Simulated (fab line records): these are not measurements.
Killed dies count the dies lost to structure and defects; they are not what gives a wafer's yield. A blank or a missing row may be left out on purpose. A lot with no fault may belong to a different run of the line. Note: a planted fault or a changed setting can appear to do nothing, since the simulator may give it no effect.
Problem report in the 8D (eight disciplines) form, filled by code / flow sky130 / the parts of the form that need people (team, actions taken, sign-off) are left out

1. THE PROBLEM
Wafers without a fault read 0.854 a.u., standard deviation 0.0048; oes_product_au at SKY_VIA2_ETCH_14 reads a mean of 0.940 a.u. on 6 wafers belonging to 2 lots. Measured from the usual mean, that is +18 standard deviations.
The step: etches BARC in N2/H2, stops on SiO2, time 45.9 s, target depth 60 nm.
The first sign was on wafer L656.1 at day 40 07:01, on rie_diel-02. The record holds 17 wafers of 6 lots with a number at this step. Rule for "out" (also "out of limits"): further than 4 standard deviations from the usual mean. The other wafers with a number count as sound.

2. WHAT IT IS AND WHAT IT IS NOT
question=which readings at this step | is=oes_product_au, run_length_s | is not=chamber_pressure_mTorr, throttle_valve_pct
question=which lots | is=L656, L657 | is not=L648, L654, L662, L663
question=which wafers of those lots | is=all that have a number | is not=-
question=read on which tools | is=rie_diel-02 | is not=rie_diel-01, rie_diel-03
question=when | is=from day 40 07:01 | is not=up to then (6 sound wafers); but 5 sound wafers of L662, L663 came after

3. THE SUSPECTS, EACH WITH WHAT RULES IT OUT
Counting: a tool at any process step up to the reading remains a suspect when it ran all the lots that are out and ran no sound lot after the first of those.
- rie_diel-02 at SKY_VIA2_ETCH_14 (etches BARC in N2/H2, stops on SiO2, time 45.9 s, target depth 60 nm): kept. It ran every lot that is out, first L656 (day 40 07:01), and no sound lot after that; its last sound lot up to then is L654 (day 39 21:49). On those wafers its own readings are out: oes_product_au, run_length_s.
Remaining after the count: rie_diel-02 at SKY_VIA2_ETCH_14.

4. THE CAUSE (what the simulator had put in)
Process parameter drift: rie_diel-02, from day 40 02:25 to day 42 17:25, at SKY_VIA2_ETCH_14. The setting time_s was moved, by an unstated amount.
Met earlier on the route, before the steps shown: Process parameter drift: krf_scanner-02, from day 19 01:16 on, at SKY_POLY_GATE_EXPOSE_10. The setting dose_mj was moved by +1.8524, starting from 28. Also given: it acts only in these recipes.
Counting left only this tool.

5. THE EFFECT CHAIN, in route order
Each row: a reading whose mean over the struck wafers that have a number lies more than 3 standard deviations from the usual. Only readings for which the record gives a usual standard deviation are gone through. hours: the time from each lot's start at the first step in this table that gives one to its start at this step, as a median over the lots. sigmas: the change in usual standard deviations.
hours=0; step=SKY_VIA2_ETCH_14; reading=oes_product_au; usual=0.854 a.u.; on struck wafers=0.940; change=+0.086; sigmas=+18
hours=0; step=SKY_VIA2_ETCH_14; reading=run_length_s; usual=73.9 s; on struck wafers=68.9; change=-5.0; sigmas=-11
Process steps it contains:
- SKY_VIA2_ETCH_14: etches BARC in N2/H2, stops on SiO2, time 45.9 s, target depth 60 nm.

6. HOW IT WOULD HAVE BEEN CAUGHT EARLIER
In this record the first reading out of limits was taken at day 40 07:01, 5 hours after the fault began at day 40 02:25.
